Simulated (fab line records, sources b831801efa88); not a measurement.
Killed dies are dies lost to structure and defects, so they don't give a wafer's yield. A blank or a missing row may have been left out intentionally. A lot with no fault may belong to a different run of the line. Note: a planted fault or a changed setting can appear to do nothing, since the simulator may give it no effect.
Code-filled problem report in 8D (eight disciplines) form | flow sky130 | the parts of the form that need people (team, actions taken, sign-off) are left out

1. WHAT IS WRONG
LDD_HVN_TW at SKY_LDD_HVN_TW_MEAS_10 reads a mean of 846 on 3 wafers of 1 lot; wafers without a fault read 1442 with a standard deviation of 17. Relative to the usual mean, that is a shift of -35 standard deviations.
First seen on wafer L535.1, day 24 23:02, on film-metro-04. The record holds 39 wafers of 13 lots with a number at this step. Rule for "out" (also "out of limits"): further than 4 standard deviations from the usual mean. Any other wafer with a number is counted as sound.

2. WHAT IT IS; WHAT IT IS NOT
question                    | is                     | is not
which readings at this step | LDD_HVN_TW             | -
which lots                  | L535                   | L522, L525, L526, L528, L530, L531, L532, L533, L534, L536, L544, L545
which wafers of those lots  | all that have a number | -
read on which gauges        | film-metro-04          | film-metro-01, film-metro-03
when                        | from day 24 23:02      | up to then (24 sound wafers); but 12 sound wafers of L534, L536, L544, L545 came after

3. THE SUSPECTS, EACH WITH WHAT RULES IT OUT
Counting: any tool at a process step up to the reading is kept as a suspect provided that every lot that is out went through it and no sound lot did after the first of them.
- the gauge at SKY_LDD_HVN_TW_MEAS_10 has been ruled out. All the wafers that are out were read on film-metro-04, but those of them that SKY_LDD_P_STRIP_10 has rows for are out there too, on other tools.
- plasma-asher-03 at SKY_LDD_P_STRIP_10 (strips in O2/N2): ruled out as a lasting fault. Following L535 (day 23 16:51), the first lot on it that is out, the sound lots L544 were run on it.
- plasma-asher-02 at SKY_LDD_HVN_STRIP_09 (strips in O2/N2): ruled out as a lasting fault. Following L535 (day 24 22:56), the first lot on it that is out, the sound lots L536, L544 were run on it.
Left after counting: nothing in the record.

4. THE CAUSE (what the simulator had put in)
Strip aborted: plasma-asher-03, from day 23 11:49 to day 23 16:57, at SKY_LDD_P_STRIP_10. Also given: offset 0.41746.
It was ruled out by counting, in error; the rule expects a fault to strike all lots run on its tool from its start on, and this fault did not.

5. THE EFFECT CHAIN, in route order
One row per reading whose mean, taken over the struck wafers that have a number, lies over 3 standard deviations from the usual. Only readings for which the record gives a usual standard deviation are gone through. hours: the time from each lot's start at the first step in this table that gives one to its start at this step, as a median over the lots. sigmas: the change in usual standard deviations.
hours | step                   | reading                  | usual      | on struck wafers | change | sigmas
0     | SKY_LDD_P_STRIP_10     | oes-product-au           | 0.715 a.u. | 0.956            | +0.241 | +59
30    | SKY_LDD_HVN_STRIP_09   | oes-product-au           | 0.408 a.u. | 0.486            | +0.078 | +18
30    | SKY_LDD_HVN_STRIP_09   | strip-time-to-endpoint-s | 4.129 s    | 6.124            | +1.995 | +99 or more
30    | SKY_LDD_HVN_TW_MEAS_10 | LDD_HVN_TW               | 1442       | 846              | -596   | -35
Its process steps:
- SKY_LDD_P_STRIP_10: strips in O2/N2.
- SKY_LDD_HVN_STRIP_09: strips in O2/N2.
Readings that are blank on the struck wafers while sound wafers have them: strip-time-to-endpoint-s at SKY_LDD_P_STRIP_10.

6. WHAT WOULD HAVE CAUGHT IT SOONER
35 hours passed between the start of the fault at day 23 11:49 and the first reading out of limits at a measuring or inspecting step in this record, taken at day 24 23:02.
Tool's own readings at SKY_LDD_P_STRIP_10, oes-product-au: out on all struck wafers the step has rows for; an alarm limit on them would have tripped on the first.
